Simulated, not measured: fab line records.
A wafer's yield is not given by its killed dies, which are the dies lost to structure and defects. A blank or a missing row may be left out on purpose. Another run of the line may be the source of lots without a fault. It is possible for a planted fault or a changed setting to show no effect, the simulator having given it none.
Which of the tools did it? | flow gf180mcu | 33 wafers from 11 lots sampled at 5 of the route's 602 steps

WHAT THE GAUGES READ, wafer by wafer
GF_PSD_RS_MEAS_15: the measuring method here is four-point-probe.
lot  | measured     | on           | PSD_RS (ohm/sq)
L790 | day 14 15:19 | filmMetro-04 | 108.54 108.54 108.68
L795 | day 16 08:58 | filmMetro-03 | 107.38 107.26 107.14
L796 | day 16 19:43 | filmMetro-03 | 107.27 107.01 107.12
L797 | day 17 03:07 | filmMetro-03 | 108.51 108.29 108.60
L803 | day 19 11:50 | filmMetro-01 | 108.67 108.64 108.88
L804 | day 19 17:26 | filmMetro-01 | 108.90 108.95 108.90
L805 | day 20 04:09 | filmMetro-04 | 107.95 108.50 108.32
L807 | day 21 00:13 | filmMetro-03 | 108.62 108.23 108.37
L810 | day 21 17:54 | filmMetro-04 | 108.25 108.11 107.86
L811 | day 22 04:16 | filmMetro-04 | 108.47 108.03 108.33
L812 | day 22 14:25 | filmMetro-01 | 108.61 108.83 108.75

WHAT TOOL EACH LOT RAN ON (gives the tool, then ch and the chambers of the sampled wafers, and finally the start)
lot  | GF_POLY_GATE_ETCH_12              | GF_HV_LDD_STRIP_10                  | GF_PSD_IMPLANT_09               | GF_PSD_STRIP_10
L790 | rieDiel-02 ch 0,1,2, day 9 10:54  | plasmaAsher-04 ch 0,1, day 10 07:03 | implanter-04 ch 0, day 14 14:45 | plasmaAsher-02 ch 0,1, day 14 14:53
L795 | rieDiel-01 ch 0,1, day 10 23:06   | plasmaAsher-01 ch 0,1, day 11 20:03 | implanter-02 ch 0, day 16 08:24 | plasmaAsher-01 ch 0,1, day 16 08:33
L796 | rieDiel-01 ch 1,3, day 11 07:21   | plasmaAsher-01 ch 0,1, day 12 04:42 | implanter-02 ch 0, day 16 19:09 | plasmaAsher-03 ch 0,1, day 16 19:18
L797 | rieDiel-02 ch 0,3, day 11 13:11   | plasmaAsher-03 ch 0,1, day 12 10:48 | implanter-03 ch 0, day 17 02:33 | plasmaAsher-01 ch 0,1, day 17 02:42
L803 | rieDiel-04 ch 0,1, day 13 12:56   | plasmaAsher-03 ch 0,1, day 14 12:09 | implanter-02 ch 0, day 19 11:17 | plasmaAsher-02 ch 0,1, day 19 11:25
L804 | rieDiel-04 ch 0,1,3, day 13 19:35 | plasmaAsher-04 ch 0,1, day 14 18:44 | implanter-02 ch 0, day 19 16:53 | plasmaAsher-01 ch 0,1, day 19 16:59
L805 | rieDiel-01 ch 1,2,3, day 14 03:27 | plasmaAsher-03 ch 0,1, day 15 01:57 | implanter-03 ch 0, day 20 03:35 | plasmaAsher-01 ch 0,1, day 20 03:43
L807 | rieDiel-01 ch 1,3, day 14 19:36   | plasmaAsher-01 ch 0,1, day 15 19:44 | implanter-04 ch 0, day 20 23:36 | plasmaAsher-01 ch 0,1, day 20 23:44
L810 | rieDiel-01 ch 0,1,3, day 15 12:56 | plasmaAsher-01 ch 0,1, day 16 13:24 | implanter-02 ch 0, day 21 17:20 | plasmaAsher-02 ch 0,1, day 21 17:29
L811 | rieDiel-04 ch 0,2,3, day 15 22:26 | plasmaAsher-01 ch 0,1, day 16 23:00 | implanter-04 ch 0, day 22 03:42 | plasmaAsher-03 ch 0,1, day 22 03:51
L812 | rieDiel-02 ch 1,3, day 16 07:35   | plasmaAsher-01 ch 0, day 17 08:09   | implanter-03 ch 0, day 22 13:51 | plasmaAsher-03 ch 0,1, day 22 14:00
- GF_POLY_GATE_ETCH_12: etches BARC in N2/H2.
- GF_HV_LDD_STRIP_10: strips in O2/N2.
- GF_PSD_IMPLANT_09
- GF_PSD_STRIP_10: strips in O2/N2.

THE ANSWER, worked out from the rows above alone
Rule: usual is defined by the lots themselves. The widest of any qualifying gaps counts: lots, ordered by their means at a reading, are off when they make up no more than a third of the lots, leave a main group of 4 or more, and stand apart from it by 3 or more times the standard deviation of that group's means. A main group is skipped when, at the precision printed for the reading in the tables above, its means are all equal. A lot without any number at a reading at which 4 lots or more have one is off too. The other lots that the step has rows for count as sound.
Off: L795, L796, at GF_PSD_RS_MEAS_15 (PSD_RS). Mean 108.49 ohm/sq and standard deviation 0.26 in the main group.
If a tool, at a process step before that reading, ran all the lots that are off and no sound lot after the first of them, it fits. Gauges at GF_PSD_RS_MEAS_15: tried the same way as those tools. No candidate that was tried fits.

WHAT THE SIMULATOR PUT IN
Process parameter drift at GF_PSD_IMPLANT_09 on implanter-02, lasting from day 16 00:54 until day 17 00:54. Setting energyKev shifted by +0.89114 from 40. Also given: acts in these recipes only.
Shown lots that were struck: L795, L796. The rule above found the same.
